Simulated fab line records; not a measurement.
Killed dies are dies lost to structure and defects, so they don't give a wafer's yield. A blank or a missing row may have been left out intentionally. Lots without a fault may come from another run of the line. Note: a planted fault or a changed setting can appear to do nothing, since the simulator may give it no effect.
Comparing a struck lot with a sound one | flow sky130 | 15 steps out of a route of 708
Sound: the wafers L271.2, L271.3, L271.6. Struck: wafers L279.1, L279.4, L279.5. The cause comes at the end.
At each step with rows: each side's tool, then ch and its chambers, then its first start. Under that, the readings that differ: sound wafers | struck wafers | difference of the means | sigmas: that difference in standard deviations of wafers without a fault.
alike: readings whose means differ by less than 2 such deviations, and words and numbers that are the same on both sides. not compared: withheld readings, readings that some wafer has no value for, bounds like >300 that may hide the same value, and numbers for which the record gives no deviation and whose values overlap.
A row with sigmas, a row that says differs or no value, or rows on one side alone: a step with any of these is where the two part. When numbers do not overlap yet have no deviation, they are printed without sigmas and do not part them. A reading that every wafer of one side lacks parts them only if that side has two wafers or more.

SKY_METAL3_STRIP_19: strips in O2/N2.
  sound on plasma asher-02 ch 0,1, day 40 20:25; struck on plasma asher-01 ch 0,1, day 42 19:07
  alike: drypump motor current A, oes product au, strip time to endpoint s
  not compared: rf hours counter h
then, 4 steps without rows for these wafers: SKY_METAL3_STRIP_20 (strips in post etch residue remover, time 1200 s); SKY_METAL3_CLEAN_21 (cleans in IPA, time 180 s); SKY_METAL3_CLEAN_22 (cleans in O3/DIW); SKY_VIA3_HDPCVD_00 (deposits SiO2, target thk 1635 nm, time 272.5 s).
SKY_VIA3_THK_MEAS_01:
  sound: film metro-04 at day 40 21:13; struck: film metro-04 at day 42 19:53
  alike: VIA3_HDPCVD_THK
SKY_VIA3_CMP_02: polishes SiO2.
  sound on cmp-01 ch 0,3, day 40 21:19; struck on cmp-01 ch 0,1,2, day 42 19:59
  alike: motor current A, slurry filter dp kPa
SKY_VIA3_BOW_MEAS_03:
  sound: film metro-01 at day 40 21:35; struck: film metro-02 at day 42 20:17
  alike: VIA3_BOW
then, 4 steps without rows for these wafers: SKY_VIA3_DEHYDRATE_04 (time 60 s); SKY_VIA3_HMDS_05 (prime time 60 s); SKY_VIA3_COAT_06 (resist thk 60 nm); SKY_VIA3_COAT_07 (resist thk 450 nm).
SKY_VIA3_SOFTBAKE_08: time 90 s.
  sound on litho track-04 ch 0, day 41 09:00; struck on litho track-02 ch 0, day 43 07:00
  reading                  | sound                | struck               | difference | sigmas
  heater power total W (W) | 57.32 57.43 57.43    | 58.86 58.73 58.70    | +1.37      | +12
  run length s (s)         | 119.08 118.92 118.85 | 112.34 112.24 112.17 | -6.70      | -32
  alike: exhaust pa
then, 1 step without rows for these wafers: SKY_VIA3_EXPOSE_09 (exposes mask VIM3, target cd 200 nm).
-- the record jumps here: 6 days lie between the struck wafers' starts before and after (it left off in module VIA3 and takes up again in module PAD_OPEN, whose first step shown is number 708 of the route) --
SKY_PAD_OPEN_PROBE_99:
  sound: prober-01 at day 47 16:40; struck: prober-01 at day 49 06:46
  alike: defect limited yield, killed_at_M0_to_M3, killed_at_M4_up, killed at contacts, killed at front end, killed at other, killed dies, killed open, killed short, sort_bin_3_pad_short, sort_bin_5_function, sort_bin_6_memory, sort n pass, sort yield pct

WHERE THEY PART
At SKY_VIA3_SOFTBAKE_08 and nowhere else, as far as this record goes. Later steps at which nothing parts them and some readings are alike: SKY_PAD_OPEN_PROBE_99.

WHY: whatever the simulator had introduced
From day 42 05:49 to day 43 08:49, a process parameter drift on litho track-02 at SKY_VIA3_SOFTBAKE_08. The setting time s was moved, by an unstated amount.
